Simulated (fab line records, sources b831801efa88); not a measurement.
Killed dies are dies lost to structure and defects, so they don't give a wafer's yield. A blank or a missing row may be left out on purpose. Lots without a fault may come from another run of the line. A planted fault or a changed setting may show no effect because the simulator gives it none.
One fault seen from 2 desks | flow sfq_line | each desk has only its own numbers; what lay behind them comes last

THE METROLOGY DESK
What the gauges read, lot by lot, whatever tool the lot ran on: means of the sampled wafers that have a number. A lot is out of limits, marked OUT, if its mean lies more than 4 standard deviations from the usual mean; the brackets give that distance.
Columns: A = I2_OVL at SFQ_I2_OVL_MEAS_918, usual 3 nm; B = M3_NB_RS at SFQ_M3_RS_MEAS_919, usual 0.892 ohm/sq; C = M3_OVL at SFQ_M3_OVL_MEAS_921, usual -2 nm; D = I3_BOW at SFQ_I3_BOW_MEAS_922, usual 4 um; E = I3_OVL at SFQ_I3_OVL_MEAS_923, usual 0 nm; F = M8_BOW at SFQ_M8_BOW_MEAS_951, usual 10 um
lot  | first seen here | A  | B     | C  | D  | E  | F
L263 | day 32 12:16    | 3  | 0.906 | -3 | -4 | 5  | -5
L269 | day 34 18:31    | 7  | 0.892 | 2  | 8  | -5 | -5
L273 | day 35 17:17    | 12 | 0.879 | 2  | 10 | 7  | 22
L275 | day 36 02:53    | 4  | 0.885 | 7  | -5 | 7  | 7
L280 | day 37 21:54    | -4 | 0.883 | -7 | 8  | -3 | 27
L281 | day 38 09:51    | 4  | 0.896 | 2  | 3  | 1  | 8
This desk's finding: nothing out of limits on any of the 6 lots.

THE TOOL OWNER'S DESK: pvd_sputter-05
The tool's own readings at SFQ_TRILAYER_M3_DEP_SPUTTER_073 (material Nb, target thk 200 nm, time 133.3 s): means of the sampled wafers that have a number, for each lot that ran on this tool. A lot is out of limits, marked OUT, if its mean lies more than 4 standard deviations from the usual mean; the brackets give that distance.
Columns: A = chamber_pressure_pa at SFQ_TRILAYER_M3_DEP_SPUTTER_073, usual 0.13331 Pa; B = throttle_valve_pct at SFQ_TRILAYER_M3_DEP_SPUTTER_073, usual 29.8 %
lot  | first seen here | A       | B
L263 | day 32 13:15    | 0.13347 | 29.2
L273 | day 35 18:17    | 0.13333 | 31.7
L275 | day 36 04:02    | 0.13321 | 29.4
L281 | day 38 11:26    | 0.13310 | 29.9
This desk's finding: nothing out of limits on any of the 4 lots.

PUT TOGETHER
The metrology desk saw nothing out of limits.
The tool owner's desk saw nothing out of limits.

WHAT THE SIMULATOR HAD PUT IN
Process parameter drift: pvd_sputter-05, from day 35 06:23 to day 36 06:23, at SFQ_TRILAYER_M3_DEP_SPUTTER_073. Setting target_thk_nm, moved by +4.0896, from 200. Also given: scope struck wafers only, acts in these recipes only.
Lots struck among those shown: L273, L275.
